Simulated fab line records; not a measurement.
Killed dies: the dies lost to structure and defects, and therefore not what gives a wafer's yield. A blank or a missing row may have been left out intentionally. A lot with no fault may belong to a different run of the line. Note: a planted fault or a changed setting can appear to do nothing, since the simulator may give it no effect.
Check of tool commonality || flow sky130 || Sampled: 14 lots, 48 wafers

== THE REASON FOR OPENING IT ==
Of 14 lots, 2 have the reading LDD_LDN_TW flagged at SKY_LDD_LDN_TW_MEAS_13. No-fault wafers: 1496, standard deviation 14.
Rule: a lot gets a flag if all its wafers with a number sit over 4 standard deviations from that mean, or if no wafer of it has a number. As for the other lots, they are considered sound.

{"lot": "L485", "measured": "day 23 15:01", "on": "film_metro-03", "LDD_LDN_TW, wafer by wafer": "1504 1502 1510", "flag": ""}
{"lot": "L487", "measured": "day 24 18:46", "on": "film_metro-01", "LDD_LDN_TW, wafer by wafer": "1512 1509 1506", "flag": ""}
{"lot": "L489", "measured": "day 25 03:38", "on": "film_metro-02", "LDD_LDN_TW, wafer by wafer": "1476 1484 1476", "flag": ""}
{"lot": "L492", "measured": "day 27 18:53", "on": "film_metro-02", "LDD_LDN_TW, wafer by wafer": "1480 1480 1489", "flag": ""}
{"lot": "L496", "measured": "day 28 00:50", "on": "film_metro-03", "LDD_LDN_TW, wafer by wafer": "1376 1378 1378 1384 1383 1378", "flag": "FLAGGED"}
{"lot": "L498", "measured": "day 28 01:08", "on": "film_metro-03", "LDD_LDN_TW, wafer by wafer": "1505 1498 1505", "flag": ""}
{"lot": "L493", "measured": "day 28 01:27", "on": "film_metro-03", "LDD_LDN_TW, wafer by wafer": "1372 1376 1382 1376 1378 1374", "flag": "FLAGGED"}
{"lot": "L499", "measured": "day 28 05:07", "on": "film_metro-03", "LDD_LDN_TW, wafer by wafer": "1512 1496 1500", "flag": ""}
{"lot": "L500", "measured": "day 28 11:15", "on": "film_metro-02", "LDD_LDN_TW, wafer by wafer": "1484 1484 1481", "flag": ""}
{"lot": "L502", "measured": "day 29 10:26", "on": "film_metro-03", "LDD_LDN_TW, wafer by wafer": "1499 1493 1501", "flag": ""}
{"lot": "L503", "measured": "day 29 14:03", "on": "film_metro-02", "LDD_LDN_TW, wafer by wafer": "1481 1480 1473", "flag": ""}
{"lot": "L504", "measured": "day 29 16:31", "on": "film_metro-03", "LDD_LDN_TW, wafer by wafer": "1499 1495 1500", "flag": ""}
{"lot": "L505", "measured": "day 30 02:46", "on": "film_metro-03", "LDD_LDN_TW, wafer by wafer": "1510 1506 1504", "flag": ""}
{"lot": "L507", "measured": "day 30 17:11", "on": "film_metro-02", "LDD_LDN_TW, wafer by wafer": "1481 1478 1478", "flag": ""}
The mean of the flagged lots' numbers is 1378, -118 from the usual (-8 standard deviations).

== EACH LOT AND THE TOOL IT RAN ON ==
2 process steps preceding the reading are held in the record, out of 708 steps in the route. Each cell gives the tool, then ch followed by the chambers the sampled wafers passed through, then the start.
{"lot": "L485", "flag": "", "SKY_POLY_GATE_STRIP_18": "plasma_asher-02 ch 0,1, day 17 05:30", "SKY_LDD_LDN_IMPLANT_08": "implanter-03 ch 0, day 23 14:19"}
{"lot": "L487", "flag": "", "SKY_POLY_GATE_STRIP_18": "plasma_asher-02 ch 0,1, day 18 08:23", "SKY_LDD_LDN_IMPLANT_08": "implanter-04 ch 0, day 24 18:04"}
{"lot": "L489", "flag": "", "SKY_POLY_GATE_STRIP_18": "plasma_asher-03 ch 0,1, day 18 15:18", "SKY_LDD_LDN_IMPLANT_08": "implanter-01 ch 0, day 25 02:56"}
{"lot": "L492", "flag": "", "SKY_POLY_GATE_STRIP_18": "plasma_asher-01 ch 0,1, day 21 10:39", "SKY_LDD_LDN_IMPLANT_08": "implanter-03 ch 0, day 27 18:07"}
{"lot": "L496", "flag": "FLAGGED", "SKY_POLY_GATE_STRIP_18": "plasma_asher-02 ch 0,1, day 21 15:29", "SKY_LDD_LDN_IMPLANT_08": "implanter-04, day 28 00:08"}
{"lot": "L498", "flag": "", "SKY_POLY_GATE_STRIP_18": "plasma_asher-03 ch 0,1, day 21 18:20", "SKY_LDD_LDN_IMPLANT_08": "implanter-01 ch 0, day 28 00:26"}
{"lot": "L493", "flag": "FLAGGED", "SKY_POLY_GATE_STRIP_18": "plasma_asher-02 ch 0,1, day 21 16:41", "SKY_LDD_LDN_IMPLANT_08": "implanter-03, day 28 00:11"}
{"lot": "L499", "flag": "", "SKY_POLY_GATE_STRIP_18": "plasma_asher-01 ch 0,1, day 21 21:59", "SKY_LDD_LDN_IMPLANT_08": "implanter-03 ch 0, day 28 04:25"}
{"lot": "L500", "flag": "", "SKY_POLY_GATE_STRIP_18": "plasma_asher-02 ch 1, day 22 06:20", "SKY_LDD_LDN_IMPLANT_08": "implanter-04 ch 0, day 28 10:34"}
{"lot": "L502", "flag": "", "SKY_POLY_GATE_STRIP_18": "plasma_asher-02 ch 0,1, day 23 07:02", "SKY_LDD_LDN_IMPLANT_08": "implanter-04 ch 0, day 29 09:44"}
{"lot": "L503", "flag": "", "SKY_POLY_GATE_STRIP_18": "plasma_asher-02 ch 0,1, day 23 10:02", "SKY_LDD_LDN_IMPLANT_08": "implanter-04 ch 0, day 29 13:22"}
{"lot": "L504", "flag": "", "SKY_POLY_GATE_STRIP_18": "plasma_asher-02 ch 0,1, day 23 11:55", "SKY_LDD_LDN_IMPLANT_08": "implanter-04 ch 0, day 29 15:50"}
{"lot": "L505", "flag": "", "SKY_POLY_GATE_STRIP_18": "plasma_asher-01 ch 0,1, day 23 22:41", "SKY_LDD_LDN_IMPLANT_08": "implanter-01 ch 0, day 30 02:04"}
{"lot": "L507", "flag": "", "SKY_POLY_GATE_STRIP_18": "plasma_asher-02 ch 0,1, day 24 15:41", "SKY_LDD_LDN_IMPLANT_08": "implanter-04 ch 0, day 30 16:29"}
What is done by these steps:
- SKY_POLY_GATE_STRIP_18: strips in O2/N2.
- SKY_LDD_LDN_IMPLANT_08
- SKY_LDD_LDN_TW_MEAS_13

== FLAGGED OVER TOTAL, TOOL BY TOOL (the gauges that took the reading come last) ==
{"step": "SKY_POLY_GATE_STRIP_18", "tool": "plasma_asher-01", "lots run": 3, "flagged": 0, "share of the flagged lots": "none", "sound lots run after its first flagged lot": "-"}
{"step": "SKY_POLY_GATE_STRIP_18", "tool": "plasma_asher-02", "lots run": 9, "flagged": 2, "share of the flagged lots": "all", "sound lots run after its first flagged lot": "5 (L500,L502,L503,L504,L507)"}
{"step": "SKY_POLY_GATE_STRIP_18", "tool": "plasma_asher-03", "lots run": 2, "flagged": 0, "share of the flagged lots": "none", "sound lots run after its first flagged lot": "-"}
{"step": "SKY_LDD_LDN_IMPLANT_08", "tool": "implanter-01", "lots run": 3, "flagged": 0, "share of the flagged lots": "none", "sound lots run after its first flagged lot": "-"}
{"step": "SKY_LDD_LDN_IMPLANT_08", "tool": "implanter-03", "lots run": 4, "flagged": 1, "share of the flagged lots": "some", "sound lots run after its first flagged lot": "1 (L499)"}
{"step": "SKY_LDD_LDN_IMPLANT_08", "tool": "implanter-04", "lots run": 7, "flagged": 1, "share of the flagged lots": "some", "sound lots run after its first flagged lot": "5 (L500,L502,L503,L504,L507)"}
{"step": "SKY_LDD_LDN_TW_MEAS_13", "tool": "film_metro-01", "lots run": 1, "flagged": 0, "share of the flagged lots": "none", "sound lots run after its first flagged lot": "-"}
{"step": "SKY_LDD_LDN_TW_MEAS_13", "tool": "film_metro-02", "lots run": 5, "flagged": 0, "share of the flagged lots": "none", "sound lots run after its first flagged lot": "-"}
{"step": "SKY_LDD_LDN_TW_MEAS_13", "tool": "film_metro-03", "lots run": 8, "flagged": 2, "share of the flagged lots": "all", "sound lots run after its first flagged lot": "5 (L498,L499,L502,L504,L505)"}

== WHAT IS ALLOWED BY THE TABLE ==
In 2 table rows, all flagged lots were run: plasma_asher-02 (SKY_POLY_GATE_STRIP_18), film_metro-03 (SKY_LDD_LDN_TW_MEAS_13).
- plasma_asher-02 at SKY_POLY_GATE_STRIP_18: 2 of its 9 lots flagged. Sound lots ran on it after the first flagged one (L500, L502, L503, L504, L507), which a lasting fault on the whole tool wouldn't allow.
- film_metro-03 at SKY_LDD_LDN_TW_MEAS_13: 2 of its 8 lots flagged. Sound lots ran on it after the first flagged one (L498, L499, L502, L504, L505), which a lasting fault on the whole tool wouldn't allow.
No row of the table ran every flagged lot and no sound lot after the first.

== WHAT THE SIMULATOR PUT IN ==
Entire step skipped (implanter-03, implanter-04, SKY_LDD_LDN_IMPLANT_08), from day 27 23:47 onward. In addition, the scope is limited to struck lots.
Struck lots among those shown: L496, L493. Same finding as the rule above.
